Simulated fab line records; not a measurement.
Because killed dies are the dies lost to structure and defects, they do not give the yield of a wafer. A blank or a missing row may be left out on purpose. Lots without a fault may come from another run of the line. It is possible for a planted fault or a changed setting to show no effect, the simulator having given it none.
8D (eight disciplines) problem report, filled in by code ; flow sky130 ; the parts of the form that need people (team, actions taken, sign-off) are left out

1. WHAT IS WRONG
Across 9 wafers from 3 lots, VT_ADJUST_LVTN_TW at SKY_VT_ADJUST_LVTN_TW_MEAS_10 averages 196.1, while fault-free wafers read 239.4 with a standard deviation of 1.4. Measured from the usual mean, that is -31 standard deviations.
First observed at day 9 03:12: wafer L863.2, on film_metro-04. The record has a number at this step for 36 wafers belonging to 12 lots. By rule, "out" or "out of limits" means more than 4 standard deviations away from the usual mean. The other wafers with a number count as sound.

2. WHAT IT IS, AND WHAT IT ISN'T
question;is;is not
which readings at this step;VT_ADJUST_LVTN_TW;-
which lots;L863, L867, L868;L854, L855, L856, L860, L869, L870, L871, L875, L877
which wafers of those lots;all that have a number;-
read on which gauges;film_metro-01, film_metro-04;film_metro-02
when;from day 9 03:12;"up to then (12 sound wafers); but 15 sound wafers of L869, L870, L871, L875, L877 came after"

3. SUSPECTS, AND WHAT RULES EACH OUT
Counting: a tool stays on the suspect list if, at a process step up to the reading, it processed all lots that are out and no sound lot following the first of them.
- the gauge at SKY_VT_ADJUST_LVTN_TW_MEAS_10 is ruled out. 2 gauges (film_metro-01, film_metro-04) read the wafers that are out.
- implanter-02 at SKY_VT_ADJUST_LVTN_IMPLANT_08: kept. It processed each lot that is out, first L863 at day 9 02:58, and no sound lot thereafter; up to then, the last sound lot it processed was L860 at day 8 12:26. Out on those wafers are its own readings of dose_ions_cm2, faraday_current_uA.
After counting, what remains is implanter-02 at SKY_VT_ADJUST_LVTN_IMPLANT_08.

4. THE CAUSE (what the simulator had put in)
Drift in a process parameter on implanter-02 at SKY_VT_ADJUST_LVTN_IMPLANT_08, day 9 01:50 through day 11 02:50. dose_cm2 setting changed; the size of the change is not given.
This tool alone remained once counting was done.

5. THE EFFECT CHAIN, in route order
One row per reading whose mean, taken over the struck wafers that have a number, lies over 3 standard deviations from the usual. Only readings for which the record gives a usual standard deviation are gone through. hours: the time from each lot's start at the first step in this table that gives one to its start at this step, as a median over the lots. sigmas: the change in usual standard deviations.
hours;step;reading;usual;on struck wafers;change;sigmas
0;SKY_VT_ADJUST_LVTN_IMPLANT_08;dose_ions_cm2;1.5699e+12;7.6931e+11;-8.0059e+11;-99 or more
0;SKY_VT_ADJUST_LVTN_IMPLANT_08;faraday_current_uA;8.84;4.39;-4.45;-22
0;SKY_VT_ADJUST_LVTN_TW_MEAS_10;VT_ADJUST_LVTN_TW;239.4;196.1;-43.3;-31
Here are the process steps it includes:
- SKY_VT_ADJUST_LVTN_IMPLANT_08
Later measuring or inspecting steps at which every struck wafer that the step has a row for has a number for every such reading, and none has moved that far: SKY_CONTACT_BOW_MEAS_05.

6. HOW IT WOULD HAVE BEEN CAUGHT EARLIER
In this record the first reading out of limits at a measuring or inspecting step was taken at day 9 03:12, 1 hour after the fault began at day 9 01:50.
At SKY_VT_ADJUST_LVTN_IMPLANT_08, the tool's own readings (dose_ions_cm2, faraday_current_uA) were out on each struck wafer the step has a row for, so an alarm limit on them would have fired on the first such wafer.
L867, L868, from the lots that are out (3), started SKY_VT_ADJUST_LVTN_IMPLANT_08 on implanter-02 later than day 9 03:12. A hold on the tool at that time would have spared those 2.
